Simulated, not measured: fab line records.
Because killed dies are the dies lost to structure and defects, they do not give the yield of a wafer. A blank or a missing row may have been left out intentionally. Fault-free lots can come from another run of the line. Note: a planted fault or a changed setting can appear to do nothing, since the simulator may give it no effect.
Matching of chambers :: flow gf180mcu :: 3 sister chambers for GF_V5_CVD_02 on pecvd-01
The step deposits SiO2 from TEOS, target thk 1450 nm, time 163.28 s. 20 wafers are shown with their chamber, then 10 later ones without.

EACH WAFER AND ITS CHAMBER
wafer: L074.1
chamber: 1
heater power w (W): 696
heater power outer w (W): 433

wafer: L074.5
chamber: 2
heater power w (W): 911
heater power outer w (W): 592

wafer: L074.6
chamber: 1
heater power w (W): 569
heater power outer w (W): 318

wafer: L075.3
chamber: 2
heater power w (W): 903
heater power outer w (W): 581

wafer: L075.5
chamber: 0
heater power w (W): 798
heater power outer w (W): 440

wafer: L075.6
chamber: 1
heater power w (W): 675
heater power outer w (W): 426

wafer: L076.1
chamber: 2
heater power w (W): 792
heater power outer w (W): 496

wafer: L076.2
chamber: 1
heater power w (W): 653
heater power outer w (W): 409

wafer: L076.5
chamber: 1
heater power w (W): 557
heater power outer w (W): 326

wafer: L080.2
chamber: 0
heater power w (W): 770
heater power outer w (W): 439

wafer: L080.3
chamber: 1
heater power w (W): 561
heater power outer w (W): 342

wafer: L080.5
chamber: 0
heater power w (W): 617
heater power outer w (W): 324

wafer: L083.1
chamber: 0
heater power w (W): 705
heater power outer w (W): 388

wafer: L083.2
chamber: 2
heater power w (W): 857
heater power outer w (W): 517

wafer: L083.6
chamber: 1
heater power w (W): 552
heater power outer w (W): 329

wafer: L086.1
chamber: 2
heater power w (W): 766
heater power outer w (W): 463

wafer: L086.2
chamber: 1
heater power w (W): 655
heater power outer w (W): 416

wafer: L086.3
chamber: 0
heater power w (W): 638
heater power outer w (W): 339

wafer: L087.1
chamber: 1
heater power w (W): 619
heater power outer w (W): 370

wafer: L087.3
chamber: 2
heater power w (W): 772
heater power outer w (W): 482

SIGNATURES (averages over the wafers above)
reading: heater power w
chamber 0: 705.60
chamber 1: 615.22
chamber 2: 833.50
scatter within a chamber: 65.1

reading: heater power outer w
chamber 0: 386.00
chamber 1: 374.33
chamber 2: 521.83
scatter within a chamber: 50.7
Rule: a wafer lies at a distance from a chamber equal to the root of the sum of squares, over the readings, of (its reading less the chamber's mean, divided by the reading's scatter). If the next closest chamber is less than 2 further off than the closest, the wafer can't be placed; otherwise it belongs to the closest. The scatter: take each reading less its chamber's mean, square it, sum over the shown wafers, divide by the number of wafers less the number of chambers, and take the root.

WAFERS WHOSE CHAMBER IS MISSING
wafer: L087.6
heater power w (W): 679
heater power outer w (W): 421

wafer: L091.1
heater power w (W): 640
heater power outer w (W): 393

wafer: L091.2
heater power w (W): 713
heater power outer w (W): 402

wafer: L091.3
heater power w (W): 882
heater power outer w (W): 566

wafer: L092.2
heater power w (W): 693
heater power outer w (W): 421

wafer: L092.3
heater power w (W): 752
heater power outer w (W): 439

wafer: L092.6
heater power w (W): 610
heater power outer w (W): 325

wafer: L097.3
heater power w (W): 611
heater power outer w (W): 357

wafer: L097.4
heater power w (W): 658
heater power outer w (W): 426

wafer: L097.6
heater power w (W): 723
heater power outer w (W): 426

WHICH CHAMBER EACH ONE RAN IN
wafer: L087.6
from the rows above: can't be placed: 0 or 1
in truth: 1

wafer: L091.1
from the rows above: can't be placed: 1 or 0
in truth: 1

wafer: L091.2
from the rows above: can't be placed: 0 or 1
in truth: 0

wafer: L091.3
from the rows above: 2
in truth: 2

wafer: L092.2
from the rows above: can't be placed: 0 or 1
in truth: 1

wafer: L092.3
from the rows above: can't be placed: 0 or 2 or 1
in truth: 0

wafer: L092.6
from the rows above: can't be placed: 1 or 0
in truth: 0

wafer: L097.3
from the rows above: can't be placed: 1 or 0
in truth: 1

wafer: L097.4
from the rows above: can't be placed: 0 or 1
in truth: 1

wafer: L097.6
from the rows above: can't be placed: 0 or 1 or 2
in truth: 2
Placed correctly: 1 of 10. Not placeable from these rows: 9 (in 9, the candidates include the true chamber). Number placed wrongly: 0.
